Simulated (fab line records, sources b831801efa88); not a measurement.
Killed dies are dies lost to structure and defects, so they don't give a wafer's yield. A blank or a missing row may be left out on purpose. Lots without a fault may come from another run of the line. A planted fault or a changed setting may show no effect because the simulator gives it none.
Chamber matching | flow gf180mcu | GF_SAB_CVD_00 on pecvd-02: 3 sister chambers
The step deposits SiO2 from TEOS, target thk 50 nm, time 4.9302 s. 6 wafers are shown with their chamber, then 7 later ones without.

WAFERS WITH THEIR CHAMBER
wafer  | chamber | heater_power_w (W) | rf_fwd_power_W (W)
L339.6 | 1       | 767                | 590
L353.3 | 2       | 804                | 589
L353.5 | 0       | 604                | 593
L353.6 | 1       | 788                | 593
L356.1 | 0       | 605                | 593
L356.2 | 2       | 791                | 589

WAFERS WITHOUT THEIR CHAMBER
wafer  | heater_power_w (W) | rf_fwd_power_W (W)
L356.3 | 664                | 592
L357.2 | 705                | 587
L357.4 | 737                | 593
L357.5 | 723                | 588
L359.1 | 808                | 585
L359.5 | 741                | 592
L359.6 | 519                | 590

WHICH CHAMBER EACH WENT THROUGH
wafer  | from the rows above     | in truth
L356.3 | 0                       | 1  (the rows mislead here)
L357.2 | can't be placed: 1 or 2 | 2
L357.4 | 1                       | 1
L357.5 | can't be placed: 1 or 2 | 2
L359.1 | 2                       | 2
L359.5 | 1                       | 1
L359.6 | 0                       | 0
Placed correctly: 4 of 7. Can't be placed from these rows: 2 (the true chamber is among the candidates in 2). Placed wrongly: 1.
How it was worked out, from the rows above alone: a wafer's distance from a chamber is the root of the sum, over the readings, of the square of ((its reading less the chamber's mean) divided by the reading's scatter). The wafer belongs to the nearest chamber; if the next one is less than 2 further off, it can't be placed. A chamber's mean is the mean of its shown wafers. The scatter: the root of (the sum of the squares of (reading less its chamber's mean) over the shown wafers, divided by (wafers less chambers)).
